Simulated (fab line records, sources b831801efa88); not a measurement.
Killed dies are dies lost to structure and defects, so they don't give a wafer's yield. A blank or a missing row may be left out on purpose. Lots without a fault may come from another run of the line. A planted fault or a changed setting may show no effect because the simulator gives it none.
Which tool did it? | flow sky130 | 15 lots, 45 wafers sampled, at 4 steps of a route of 708

WHAT THE GAUGES READ, wafer by wafer
SKY_SD_N_TW_MEAS_12.
lot  | measured     | on            | SD_N_TW
L769 | day 28 15:13 | film_metro-01 | 4070 4062 4063
L772 | day 29 09:03 | film_metro-01 | 4070 4066 4051
L773 | day 29 16:52 | film_metro-03 | 3925 3919 3948
L774 | day 29 22:08 | film_metro-04 | 3967 4020 3995
L775 | day 30 10:06 | film_metro-04 | 4000 3986 4002
L776 | day 30 18:59 | film_metro-04 | 4017 4026 4003
L777 | day 31 02:14 | film_metro-04 | 3979 3994 3991
L782 | day 32 14:40 | film_metro-04 | 4031 4044 4024
L785 | day 33 13:15 | film_metro-04 | 4022 4010 4010
L786 | day 34 02:42 | film_metro-01 | 4067 4069 4079
L787 | day 34 12:58 | film_metro-03 | 3944 3923 3958
L788 | day 34 20:28 | film_metro-04 | 3993 3985 3975
L789 | day 35 11:12 | film_metro-04 | 4001 3998 4022
L790 | day 35 12:32 | film_metro-03 | 3942 3931 3918
L791 | day 36 04:46 | film_metro-01 | 4057 4073 4056

SKY_LOCAL_INTERCONNECT_OVL_MEAS_12.
lot  | measured     | on         | LOCAL_INTERCONNECT_OVL (nm)
L769 | day 31 02:10 | overlay-02 | -2 0 1
L772 | day 31 19:16 | overlay-01 | -5 -3 -5
L773 | day 32 02:13 | overlay-02 | -15 -6 -13
L774 | day 32 08:18 | overlay-02 | -6 -5 -1
L775 | day 32 20:03 | overlay-01 | -6 -8 -9
L776 | day 33 04:40 | overlay-01 | -5 -10 -6
L777 | day 33 11:41 | overlay-01 | -2 1 -10
L782 | day 34 22:49 | overlay-01 | -8 -5 0
L785 | day 35 18:37 | overlay-02 | - - -
L786 | day 36 09:03 | overlay-01 | - - -
L787 | day 36 18:22 | overlay-02 | - - -
L788 | day 37 03:16 | overlay-01 | -4 -5 2
L789 | day 37 17:51 | overlay-02 | -9 -8 -8
L790 | day 37 19:46 | overlay-02 | -5 -9 -2
L791 | day 38 11:25 | overlay-01 | -7 -7 -9

WHICH TOOL RAN EACH LOT (tool, then ch and the chambers of the sampled wafers, then the start)
lot  | SKY_SD_N_RTA_14                  | SKY_LOCAL_INTERCONNECT_EXPOSE_08
L769 | rtp_anneal-01 ch 0, day 28 15:19 | krf_scanner-02 ch 0, day 30 12:05
L772 | rtp_anneal-02 ch 0, day 29 09:10 | krf_scanner-02 ch 0, day 31 05:21
L773 | rtp_anneal-01 ch 0, day 29 16:58 | krf_scanner-02 ch 0, day 31 12:20
L774 | rtp_anneal-02 ch 0, day 29 22:15 | krf_scanner-02 ch 0, day 31 18:47
L775 | rtp_anneal-01 ch 0, day 30 10:13 | krf_scanner-02 ch 0, day 32 06:44
L776 | rtp_anneal-02 ch 0, day 30 19:06 | krf_scanner-01 ch 0, day 32 14:59
L777 | rtp_anneal-01 ch 0, day 31 02:21 | krf_scanner-01 ch 0, day 32 22:08
L782 | rtp_anneal-02 ch 0, day 32 14:46 | krf_scanner-01 ch 0, day 34 10:18
L785 | rtp_anneal-01 ch 0, day 33 13:21 | krf_scanner-01, day 35 06:16
L786 | rtp_anneal-02 ch 0, day 34 02:49 | krf_scanner-02, day 35 19:46
L787 | rtp_anneal-01 ch 0, day 34 13:04 | krf_scanner-02, day 36 05:41
L788 | rtp_anneal-02 ch 0, day 34 20:34 | krf_scanner-01 ch 0, day 36 15:09
L789 | rtp_anneal-01 ch 0, day 35 11:19 | krf_scanner-01 ch 0, day 37 04:44
L790 | rtp_anneal-02 ch 0, day 35 12:39 | krf_scanner-02 ch 0, day 37 06:34
L791 | rtp_anneal-01 ch 0, day 36 04:52 | krf_scanner-01 ch 0, day 37 22:54
- SKY_SD_N_RTA_14: time 2 s.
- SKY_LOCAL_INTERCONNECT_EXPOSE_08: exposes mask LI1M, target cd 170 nm.

WHAT THE TOOLS THEMSELVES READ (means of the sampled wafers that have a number; where no wafer has one, the mark that the record gives instead)
SKY_SD_N_RTA_14.
lot  | tool          | lamp_power_pct (%) | wafer_temp_C_max
L769 | rtp_anneal-01 | 15.72              | 1076.5
L772 | rtp_anneal-02 | 15.72              | 1078.3
L773 | rtp_anneal-01 | 15.75              | 1078.1
L774 | rtp_anneal-02 | 15.74              | 1079.2
L775 | rtp_anneal-01 | 15.73              | 1078.0
L776 | rtp_anneal-02 | 15.73              | 1078.0
L777 | rtp_anneal-01 | 15.67              | 1078.5
L782 | rtp_anneal-02 | 15.69              | 1078.3
L785 | rtp_anneal-01 | 15.71              | 1077.3
L786 | rtp_anneal-02 | 15.71              | 1076.9
L787 | rtp_anneal-01 | 15.71              | 1078.0
L788 | rtp_anneal-02 | 15.71              | 1076.9
L789 | rtp_anneal-01 | 15.70              | 1077.9
L790 | rtp_anneal-02 | 15.73              | 1078.1
L791 | rtp_anneal-01 | 15.72              | 1077.9

SKY_LOCAL_INTERCONNECT_EXPOSE_08.
lot  | tool           | exposure_dose_mJ_cm2 | focus_offset_nm (nm)
L769 | krf_scanner-02 | 27.93                | -0.5
L772 | krf_scanner-02 | 27.94                | -0.4
L773 | krf_scanner-02 | 27.93                | -0.5
L774 | krf_scanner-02 | 27.97                | -0.2
L775 | krf_scanner-02 | 27.97                | -0.0
L776 | krf_scanner-01 | 27.97                | -0.1
L777 | krf_scanner-01 | 27.97                | -0.5
L782 | krf_scanner-01 | 27.95                | -0.4
L785 | krf_scanner-01 | -                    | -
L786 | krf_scanner-02 | -                    | -
L787 | krf_scanner-02 | -                    | -
L788 | krf_scanner-01 | 27.98                | -0.1
L789 | krf_scanner-01 | 27.99                | 0.2
L790 | krf_scanner-02 | 27.93                | -0.3
L791 | krf_scanner-01 | 27.99                | 0.0

THE ANSWER, worked out from the rows above alone
Rule: what is usual is taken from the lots themselves. Put in order of their means at a reading, lots are off if they are a third of the lots or fewer, leave a main group of 4 or more, and stand apart from it by a gap of 3 or more times the standard deviation of the main group's means; of several such gaps the widest counts. A main group whose means are all the same, to the digits that the tables above print for the reading, isn't used. A lot without any number at a reading at which 4 lots or more have one is off too. The other lots that the step has rows for count as sound. The gauges are gone through in route order, then the tools' own readings, and for those a lot's mean is taken as printed above. The first step at which some lot is off is used, and at that step the reading that is off furthest; a lot without a number counts as furthest.
Off: L785, L786, L787, at SKY_LOCAL_INTERCONNECT_OVL_MEAS_12 (LOCAL_INTERCONNECT_OVL). Without a number there: L785, L786, L787. The main group: mean -6 nm, standard deviation 2.9.
A tool fits if, at a process step before that reading, it ran every lot that is off, and no sound lot after the first of them. The gauges at SKY_LOCAL_INTERCONNECT_OVL_MEAS_12 aren't tried: what is off there is off at SKY_LOCAL_INTERCONNECT_EXPOSE_08 too, on other tools, and a gauge's error can't cause that. None of those tried fits.

WHAT THE SIMULATOR HAD PUT IN
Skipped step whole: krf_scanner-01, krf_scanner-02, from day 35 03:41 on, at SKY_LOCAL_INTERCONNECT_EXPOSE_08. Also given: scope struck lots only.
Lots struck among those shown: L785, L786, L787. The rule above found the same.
